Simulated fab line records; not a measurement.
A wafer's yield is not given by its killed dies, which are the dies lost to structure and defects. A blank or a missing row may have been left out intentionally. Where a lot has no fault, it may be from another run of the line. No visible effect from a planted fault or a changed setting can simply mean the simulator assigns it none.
fab line records -- flow sky130
record lots=14, wafers=42, lastDay=50
route steps=708 shown PWDE@54 NWELL@74 POLY_GATE@227 SD_N@349
lots that met no fault: taken from a fault-free run of the same line
startH: hours from the record's opening day to when the first of the lot's shown wafers began -- waitH: how many hours have passed since the lot's step before this one -- " the same as in the row above -- L1.1+2: several wafers, shown together as one row -- - no value, or no start was given -- * or withheld: withheld -- < > ~ a bound
route shown NAME@n: a module of which the file shows steps, and the number in the route of the first -- usual: mean and standard deviation over wafers with no fault -- same: alike in all rows -- chamber/n: place in a boat -- sites: per-site readings -- _std_site: standard deviation across them -- _edge_site: inner sites' mean taken away from outer sites' mean -- radiusMm: how far each site lies from the wafer's centre -- mask NAME#n: copy n -- behind: the last tool/chamber to shape the wafer -- hold: why the lot went on hold/how many hours it stayed there/how the hold came to an end -- device: whichever transistor did not switch (one of n, p or np) -- end of line: the route-end tests of the same wafers -- a step with no rows: only its recipe -- killed: dies that structure and defects cost at the first sort, which is not the same as the wafer's yield -- map: per-die view of a wafer (x killed, . not killed, _ where there is no die)
set.NAME: setting as actually run; set.NAME@STEP: the setting as run at that earlier step -- model.NAME: the simulator's own value behind a step, which no gauge read
the route's steps for a sample of lots (tables are steps, rows are wafers)
services: a tool's chamber out of use, with start hour (startH, from the record's first day; less than 0 if before it), hours out, and reason
## steps
# step SKY_PWDE_STRIP_09
# recipe chemistry=O2/N2, powerW=1400, pressureMtorr=1500, platenTempC=withheld, o2FlowSccm=3000, n2FlowSccm=300, overashFraction=0.5
# usual drypumpMotorCurrentA=5.6/0.57, oesProductAu=0.722/0.0041, stripTimeToEndpointS=36.90/0.12
lot.wafer,tool,chamber,startH,waitH,drypumpMotorCurrentA,oesProductAu,rfHoursCounterH,stripTimeToEndpointS
L532.2,plasmaAsher-03,1,71.02,0.1,6.7,0.722,40,36.95
L532.3,plasmaAsher-03,0,71.02,0.1,5.9,0.715,-,36.80
L532.4,plasmaAsher-03,1,71.02,0.1,6.7,0.728,-,36.85
L533.2,plasmaAsher-04,1,74.64,0.1,5.2,0.724,27,37.08
L533.4,plasmaAsher-04,1,74.64,0.1,5.2,0.720,-,36.86
L533.5,plasmaAsher-04,1,74.64,0.1,5.2,0.715,-,37.06
L535.2,plasmaAsher-03,1,90.90,0.1,6.7,0.724,42,36.95
L535.3,plasmaAsher-03,0,90.90,0.1,5.9,0.723,-,36.90
L535.4,plasmaAsher-03,1,90.90,0.1,6.7,0.729,-,37.02
L538.2,plasmaAsher-01,0,104.60,0.1,5.2,0.725,39,36.86
L538.4,plasmaAsher-01,1,104.60,0.1,5.3,0.730,-,37.00
L538.6,plasmaAsher-01,1,104.60,0.1,5.3,0.718,-,36.82
L539.1,plasmaAsher-03,0,105.55,0.1,5.9,0.724,44,36.90
L539.3,plasmaAsher-03,1,105.55,0.1,6.7,0.719,-,36.94
L539.4,plasmaAsher-03,0,105.55,0.1,5.8,0.727,-,36.97
L541.1,plasmaAsher-01,0,121.79,0.1,5.2,0.722,41,36.83
L541.2,plasmaAsher-01,1,121.79,0.1,5.3,0.717,41,36.75
L541.5,plasmaAsher-01,1,121.79,0.1,5.3,0.718,-,36.88
L542.1,plasmaAsher-03,0,124.89,0.1,5.9,0.729,1,36.79
L542.3,plasmaAsher-03,1,124.89,0.1,6.7,0.722,-,36.76
L542.6,plasmaAsher-03,1,124.89,0.1,6.7,0.727,-,36.76
L545.3,plasmaAsher-03,0,140.43,0.1,5.9,0.726,-,36.82
L545.5,plasmaAsher-03,0,140.43,0.1,5.9,0.717,-,36.84
L545.6,plasmaAsher-03,1,140.43,0.1,6.7,0.723,-,36.73
L549.2,plasmaAsher-03,0,164.12,0.1,5.9,0.727,4,36.80
L549.3,plasmaAsher-03,1,164.12,0.1,6.7,0.710,-,36.85
L549.6,plasmaAsher-03,1,164.12,0.1,6.7,0.719,-,36.93
L550.1,plasmaAsher-03,1,170.05,0.1,6.7,0.723,5,36.76
L550.4,plasmaAsher-03,0,170.05,0.1,5.9,0.725,-,36.74
L550.6,plasmaAsher-03,0,170.05,0.1,5.9,0.722,-,36.66
L551.2,plasmaAsher-04,0,176.09,0.1,5.2,0.719,37,36.87
L551.4,plasmaAsher-04,1,176.09,0.1,5.2,0.719,-,36.88
L551.5,plasmaAsher-04,0,176.09,0.1,5.2,0.720,-,36.93
L552.2,plasmaAsher-01,0,183.37,0.1,5.3,0.726,47,36.97
L552.5,plasmaAsher-01,1,183.37,0.1,5.3,0.723,-,36.91
L552.6,plasmaAsher-01,0,183.37,0.1,5.2,0.724,-,36.91
L554.3,plasmaAsher-03,1,192.69,0.1,6.7,0.721,-,37.21
L554.4,plasmaAsher-03,0,192.69,0.1,5.9,0.729,-,37.22
L554.5,plasmaAsher-03,1,192.69,0.1,6.8,0.728,-,37.27
L555.1,plasmaAsher-01,1,197.94,0.2,5.3,0.727,49,36.89
L555.4,plasmaAsher-01,0,197.94,0.2,5.3,0.727,-,36.87
L555.6,plasmaAsher-01,1,197.94,0.2,5.3,0.722,-,36.70
# step SKY_NWELL_PEB_21
# recipe tempC=115, timeS=withheld
# usual chillPlateTempC=22.99/0.097, exhaustPa=44.9/0.92
lot.wafer,tool,chamber,startH,waitH,chillPlateTempC,exhaustPa
L532.2,lithoTrack-01,0,105,-,23.01,44.8
L532.3,lithoTrack-01,0,106,-,22.98,43.8
L532.4,lithoTrack-01,0,106,-,23.20,44.1
L533.2,lithoTrack-02,0,109,-,22.97,44.6
L533.4,lithoTrack-02,0,109,-,22.92,45.1
L533.5,lithoTrack-02,0,109,-,23.08,45.0
L535.2,lithoTrack-01,0,128,-,23.09,43.4
L535.3,lithoTrack-01,0,128,-,23.04,44.7
L535.4,lithoTrack-01,0,128,-,23.01,44.1
L538.2,lithoTrack-01,0,143,-,22.98,44.6
L538.4,lithoTrack-01,0,143,-,23.17,44.7
L538.6,lithoTrack-01,0,143,-,23.01,44.2
L539.1,lithoTrack-02,0,144,-,23.06,44.4
L539.3,lithoTrack-02,0,144,-,23.14,45.3
L539.4,lithoTrack-02,0,144,-,23.14,44.0
L541.1,lithoTrack-01,-,161,-,-,-
L541.2,lithoTrack-01,-,161,-,-,-
L541.5,lithoTrack-01,-,161,-,-,-
L542.1,lithoTrack-01,-,164,-,-,-
L542.3,lithoTrack-01,-,164,-,-,-
L542.6,lithoTrack-01,-,164,-,-,-
L545.3,lithoTrack-01,0,181,-,22.84,44.2
L545.5,lithoTrack-01,0,181,-,22.91,45.0
L545.6,lithoTrack-01,0,181,-,23.07,45.3
L549.2,lithoTrack-04,0,205,-,22.93,44.6
L549.3,lithoTrack-04,0,205,-,23.00,44.7
L549.6,lithoTrack-04,0,205,-,23.08,44.4
L550.1,lithoTrack-01,0,213,-,22.75,46.5
L550.4,lithoTrack-01,0,213,-,22.98,45.8
L550.6,lithoTrack-01,0,213,-,22.91,46.5
L551.2,lithoTrack-01,0,219,-,22.88,44.6
L551.4,lithoTrack-01,0,220,-,23.02,44.6
L551.5,lithoTrack-01,0,220,-,22.90,44.3
L552.2,lithoTrack-04,0,228,-,23.01,44.5
L552.5,lithoTrack-04,0,228,-,22.87,45.9
L552.6,lithoTrack-04,0,228,-,22.92,46.3
L554.3,lithoTrack-02,0,238,-,22.99,44.8
L554.4,lithoTrack-02,0,238,-,22.90,46.0
L554.5,lithoTrack-02,0,238,-,22.99,43.8
L555.1,lithoTrack-04,0,244,-,22.94,44.4
L555.4,lithoTrack-04,0,244,-,22.89,45.4
L555.6,lithoTrack-04,0,244,-,22.82,45.7
# step SKY_POLY_GATE_CD_MEAS_13
# recipe targetCdNm=150
# usual cdNm=149.8/1.4
lot.wafer,tool,chamber,startH,waitH,cdNm
L532.2,cdSem-01,-,382.98,-,148.5
L532.3,cdSem-01,-,382.98,-,149.1
L532.4,cdSem-01,-,382.98,-,148.3
L533.2,cdSem-02,-,385.43,-,149.8
L533.4,cdSem-02,-,385.43,-,149.6
L533.5,cdSem-02,-,385.43,-,149.8
L535.2,cdSem-01,-,409.45,-,148.8
L535.3,cdSem-01,-,409.45,-,150.0
L535.4,cdSem-01,-,409.45,-,149.0
L539.1,cdSem-01,-,432.93,-,150.2
L539.3,cdSem-01,-,432.93,-,150.0
L539.4,cdSem-01,-,432.93,-,151.2
L538.2,cdSem-01,-,433.90,-,148.1
L538.4,cdSem-01,-,433.90,-,148.5
L538.6,cdSem-01,-,433.90,-,147.2
L541.1,cdSem-02,-,460.36,-,149.9
L541.2,cdSem-02,-,460.36,-,148.9
L541.5,cdSem-02,-,460.36,-,149.2
L542.1,cdSem-02,-,463.23,-,154.0
L542.3,cdSem-02,-,463.23,-,153.2
L542.6,cdSem-02,-,463.23,-,154.6
L545.3,cdSem-01,-,492.15,-,149.9
L545.5,cdSem-01,-,492.15,-,150.1
L545.6,cdSem-01,-,492.15,-,150.2
L549.2,cdSem-01,-,522.40,-,149.1
L549.3,cdSem-01,-,522.40,-,148.0
L549.6,cdSem-01,-,522.40,-,148.6
L550.1,cdSem-01,-,532.73,-,151.3
L550.4,cdSem-01,-,532.73,-,151.8
L550.6,cdSem-01,-,532.73,-,152.0
L551.2,cdSem-02,-,538.20,-,148.7
L551.4,cdSem-02,-,538.20,-,149.6
L551.5,cdSem-02,-,538.20,-,149.6
L552.2,cdSem-01,-,550.03,-,150.7
L552.5,cdSem-01,-,550.03,-,149.5
L552.6,cdSem-01,-,550.03,-,149.5
L554.3,cdSem-01,-,562.52,-,148.5
L554.4,cdSem-01,-,562.52,-,149.4
L554.5,cdSem-01,-,562.52,-,149.3
L555.1,cdSem-02,-,567.13,-,149.4
L555.4,cdSem-02,-,567.13,-,148.0
L555.6,cdSem-02,-,567.13,-,149.1
# step SKY_SD_N_CD_MEAS_07
# recipe targetCdNm=380
# usual cdNm=380.6/2.7
lot.wafer,tool,chamber,startH,waitH,cdNm
L532.2,cdSem-01,-,654.38,0.1,383.3
L532.3,cdSem-01,-,654.38,0.1,383.2
L532.4,cdSem-01,-,654.38,0.1,382.3
L533.2,cdSem-01,-,659.48,0.1,378.6
L533.4,cdSem-01,-,659.48,0.1,380.2
L533.5,cdSem-01,-,659.48,0.1,376.7
L535.2,cdSem-01,-,680.75,0.1,378.7
L535.3,cdSem-01,-,680.75,0.1,381.6
L535.4,cdSem-01,-,680.75,0.1,380.2
L539.1,cdSem-02,-,706.86,0.1,374.7
L539.3,cdSem-02,-,706.86,0.1,375.8
L539.4,cdSem-02,-,706.86,0.1,374.4
L538.2,cdSem-01,-,708.08,0.1,377.7
L538.4,cdSem-01,-,708.08,0.1,378.5
L538.6,cdSem-01,-,708.08,0.1,375.8
L541.1,cdSem-01,-,727.96,0.1,380.4
L541.2,cdSem-01,-,727.96,0.1,381.1
L541.5,cdSem-01,-,727.96,0.1,380.1
L542.1,cdSem-01,-,731.21,0.1,381.6
L542.3,cdSem-01,-,731.21,0.1,379.5
L542.6,cdSem-01,-,731.21,0.1,380.8
L545.3,cdSem-02,-,759.00,0.1,380.7
L545.5,cdSem-02,-,759.00,0.1,382.9
L545.6,cdSem-02,-,759.00,0.1,380.4
L549.2,cdSem-02,-,785.73,0.1,375.8
L549.3,cdSem-02,-,785.73,0.1,377.6
L549.6,cdSem-02,-,785.73,0.1,373.9
L550.1,cdSem-02,-,797.51,0.1,381.6
L550.4,cdSem-02,-,797.51,0.1,382.4
L550.6,cdSem-02,-,797.51,0.1,381.2
L551.2,cdSem-02,-,799.58,0.1,384.4
L551.4,cdSem-02,-,799.58,0.1,384.0
L551.5,cdSem-02,-,799.58,0.1,383.1
L552.2,cdSem-02,-,816.03,0.1,379.9
L552.5,cdSem-02,-,816.03,0.1,382.5
L552.6,cdSem-02,-,816.03,0.1,379.1
L554.3,cdSem-02,-,819.97,0.1,379.5
L554.4,cdSem-02,-,819.97,0.1,380.8
L554.5,cdSem-02,-,819.97,0.1,382.8
L555.1,cdSem-02,-,822.31,0.1,384.0
L555.4,cdSem-02,-,822.31,0.1,383.8
L555.6,cdSem-02,-,822.31,0.1,383.5
## services
tool,chamber,startH,hours,kind
plasmaAsher-01,-,53.81,2.8,pm
plasmaAsher-04,-,64.41,1.4,repair
plasmaAsher-01,-,90.09,1.3,repair
plasmaAsher-03,-,108.75,9.0,pm
plasmaAsher-03,0,108.75,9.0,ventCycle
plasmaAsher-03,1,108.75,9.0,ventCycle
plasmaAsher-03,0,117.75,-,clean
plasmaAsher-03,1,117.75,-,clean
plasmaAsher-04,-,188.74,1.6,repair
plasmaAsher-04,-,190.64,88.7,repair
plasmaAsher-03,-,204.24,1.7,repair
plasmaAsher-01,-,229.43,7.7,repair
plasmaAsher-03,-,237.10,14.6,pm
## key
firstSign step=SKY_NWELL_PEB_21, reading=toolRecord, direction=missing
effect none on later readings
metAt SKY_NWELL_PEB_21
struckLots L541,L542
sortLeftOut L541.1,L541.2,L541.5,L542.1,L542.3,L542.6
testerLeftOut L541,L542
notActingAt SKY_PWDE_STRIP_09,SKY_POLY_GATE_CD_MEAS_13,SKY_SD_N_CD_MEAS_07
onsetBetween 143 161
fault kind=skippedStepWhole, tool=lithoTrack-01, chamber=-, onsetH=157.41, steps=SKY_NWELL_PEB_21, scope=struckLotsOnly
# testerLeftOut: of these lots the tester's yield and bins aren't shown, on N5 and GAA mostly nor the transistor test; their killed dies are dies lost to structure and defects alone, not to doping, threshold or leakage, so they don't give the yield
# sortLeftOut: the simulated sort isn't trusted on such a fault, so these wafers' sort isn't shown, and their yield isn't known
